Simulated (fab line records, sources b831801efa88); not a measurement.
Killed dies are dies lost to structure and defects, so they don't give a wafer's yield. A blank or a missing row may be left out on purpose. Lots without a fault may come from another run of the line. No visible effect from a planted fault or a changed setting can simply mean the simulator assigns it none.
2 desks, one fault + flow sky130 + numbers are kept per desk, each desk with only its own; the story behind them comes last

== THE METROLOGY DESK ==
Lot by lot, what the gauges showed, no matter which tool ran the lot: averages of those sampled wafers that carry a number. The brackets show how far a lot's mean lies from the usual mean; more than 4 standard deviations puts the lot out of limits, marked OUT.
Columns: A = POLY_GATE_CVD_03_THK at SKY_POLY_GATE_THK_MEAS_04, usual 75.1 nm; B = cd_nm at SKY_POLY_GATE_CD_MEAS_13, usual 149.8 nm; C = POLY_GATE_OVL at SKY_POLY_GATE_OVL_MEAS_14, usual 0 nm
| lot  | first seen here | A    | B     | C  |
|------|-----------------|------|-------|----|
| L850 | day 15 18:08    | 75.3 | 149.8 | 3  |
| L853 | day 16 19:14    | 74.7 | 151.8 | 5  |
| L866 | day 21 03:32    | 75.3 | 151.2 | -3 |
| L867 | day 21 11:05    | 74.8 | 149.5 | 0  |
| L868 | day 21 20:12    | 75.2 | 149.8 | -8 |
| L872 | day 23 03:07    | 74.6 | 150.0 | 9  |
This desk's verdict: no lot among the 6 shows anything out of limits.

== DESK OF THE TOOL OWNER: rie_diel-03 ==
The tool's own readings at SKY_POLY_GATE_ETCH_16 (etches Si3N4 in CH3F/O2, stops on poly-Si, time 147.5 s, target depth 75 nm): means of the sampled wafers that have a number, for each lot that ran on this tool. The brackets show how far a lot's mean lies from the usual mean; more than 4 standard deviations puts the lot out of limits, marked OUT.
Columns: A = drypump_motor_current_A at SKY_POLY_GATE_ETCH_16, usual 5.8 A; B = oes_product_au at SKY_POLY_GATE_ETCH_16, usual 0.641 a.u.; C = throttle_valve_pct at SKY_POLY_GATE_ETCH_16, usual 10.535 %
| lot  | first seen here | A   | B     | C      |
|------|-----------------|-----|-------|--------|
| L850 | day 16 21:18    | 6.1 | 0.645 | 10.538 |
| L867 | day 22 17:51    | 6.3 | 0.637 | 10.545 |
| L868 | day 23 02:34    | 6.1 | 0.640 | 10.532 |
This desk's verdict: no lot among the 3 shows anything out of limits.

== TAKEN TOGETHER ==
From the metrology desk's view, nothing was out of limits.
The tool owner's desk saw nothing out of limits.

== WHAT WAS PUT IN BY THE SIMULATOR ==
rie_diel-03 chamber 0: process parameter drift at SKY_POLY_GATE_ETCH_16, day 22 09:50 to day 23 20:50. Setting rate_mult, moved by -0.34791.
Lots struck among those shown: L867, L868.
